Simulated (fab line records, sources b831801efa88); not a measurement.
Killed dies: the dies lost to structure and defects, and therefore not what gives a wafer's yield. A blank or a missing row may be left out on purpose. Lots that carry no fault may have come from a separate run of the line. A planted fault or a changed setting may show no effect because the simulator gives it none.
Which of the tools did it? ; flow sfq-line ; 7 lots with 21 wafers sampled at 2 steps, on a route of 325 steps

== WHAT THE GAUGES SHOWED, per wafer ==
SFQ_I0_BOW_MEAS_907.
lot;measured;on;I0_BOW (um)
L280;day 10 15:40;film-metro-02;-7 4 1
L283;day 11 17:49;film-metro-03;6 1 10
L285;day 12 16:35;film-metro-04;11 6 -5
L289;day 13 17:11;film-metro-03;1 1 -1
L298;day 17 17:56;film-metro-04;-12 -5 -5
L300;day 18 21:55;film-metro-03;-1 8 6
L302;day 19 23:12;film-metro-04;2 10 1

== EACH LOT AND THE TOOL THAT RAN IT (in order: tool; ch and the chambers of the sampled wafers; start) ==
lot;SFQ_TRILAYER_I0_CMP_CMP_028
L280;cmp-01 ch 0,1,2, day 10 12:40
L283;cmp-01 ch 0,3, day 11 15:16
L285;cmp-02 ch 0,1,3, day 12 13:35
L289;cmp-02 ch 0,2,3, day 13 15:10
L298;cmp-02 ch 0,1, day 17 14:52
L300;cmp-02 ch 1,2,3, day 18 18:55
L302;cmp-02 ch 0,1,3, day 19 20:12
- SFQ_TRILAYER_I0_CMP_CMP_028: polishes SiO2.

== THE ANSWER, worked out from the rows above alone ==
Rule: the lots themselves supply what counts as usual. Put in order of their means at a reading, lots are off if they are a third of the lots or fewer, leave a main group of 4 or more, and stand apart from it by a gap of 3 or more times the standard deviation of the main group's means; of several such gaps the widest counts. A main group whose means are all the same, to the digits that the tables above print for the reading, isn't used. A lot without any number at a reading at which 4 lots or more have one is off too. Where the step has rows for the other lots, those lots are counted as sound.
Across all readings shown, no lot is off: no conclusion can be drawn from this.

== WHAT THE SIMULATOR PUT IN ==
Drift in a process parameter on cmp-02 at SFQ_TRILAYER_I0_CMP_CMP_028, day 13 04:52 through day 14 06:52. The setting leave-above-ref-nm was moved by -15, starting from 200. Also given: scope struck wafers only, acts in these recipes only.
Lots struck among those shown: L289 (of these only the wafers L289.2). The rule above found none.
